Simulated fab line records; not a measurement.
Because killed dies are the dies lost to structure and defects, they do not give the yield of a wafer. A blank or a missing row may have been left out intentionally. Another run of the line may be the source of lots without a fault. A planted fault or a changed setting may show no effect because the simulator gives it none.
What tool caused it? :: flow sky130 :: 12 lots (36 wafers sampled), 1 step of a 708-step route

## WHAT EACH GAUGE READ, for each wafer
SKY_LDD_HVN_OVL_MEAS_07.
lot: L074
measured: day 20 19:37
on: overlay-02
LDD_HVN_OVL (nm): -0.8 -1.0 -0.3

lot: L076
measured: day 21 15:52
on: overlay-02
LDD_HVN_OVL (nm): -1.6 -1.3 -1.2

lot: L079
measured: day 22 16:14
on: overlay-02
LDD_HVN_OVL (nm): -1.7 -2.5 -3.1

lot: L080
measured: day 23 01:56
on: overlay-01
LDD_HVN_OVL (nm): 1.1 -0.5 -1.0

lot: L083
measured: day 23 20:10
on: overlay-02
LDD_HVN_OVL (nm): -0.7 0.4 1.7

lot: L085
measured: day 24 07:53
on: overlay-01
LDD_HVN_OVL (nm): -1.0 -1.9 -0.5

lot: L087
measured: day 25 06:20
on: overlay-01
LDD_HVN_OVL (nm): 1.8 1.4 3.1

lot: L089
measured: day 25 22:16
on: overlay-01
LDD_HVN_OVL (nm): -0.6 -1.4 -0.3

lot: L091
measured: day 26 06:29
on: overlay-01
LDD_HVN_OVL (nm): -1.7 -2.2 -1.2

lot: L093
measured: day 26 21:55
on: overlay-01
LDD_HVN_OVL (nm): -0.1 0.9 -1.7

lot: L095
measured: day 27 11:12
on: overlay-02
LDD_HVN_OVL (nm): -1.1 -1.0 -1.5

lot: L097
measured: day 28 04:13
on: overlay-02
LDD_HVN_OVL (nm): -0.1 -0.1 0.0

## WHICH TOOL RAN EACH LOT (tool, then ch and the chambers of the sampled wafers, then the start)
No process step before these readings appears in the record.

## THE ANSWER, worked out from the rows above alone
Rule: usual is defined by the lots themselves. The widest of any qualifying gaps counts: lots, ordered by their means at a reading, are off when they make up no more than a third of the lots, leave a main group of 4 or more, and stand apart from it by 3 or more times the standard deviation of that group's means. If all means in a main group match to the digits the tables above print for the reading, that group is not used. Also off: a lot with no number at a reading for which 4 or more lots have one. Any other lot the step has rows for is counted as sound.
No lot is off on any of the readings shown, so nothing can be concluded from this.

## WHAT WAS PUT IN BY THE SIMULATOR
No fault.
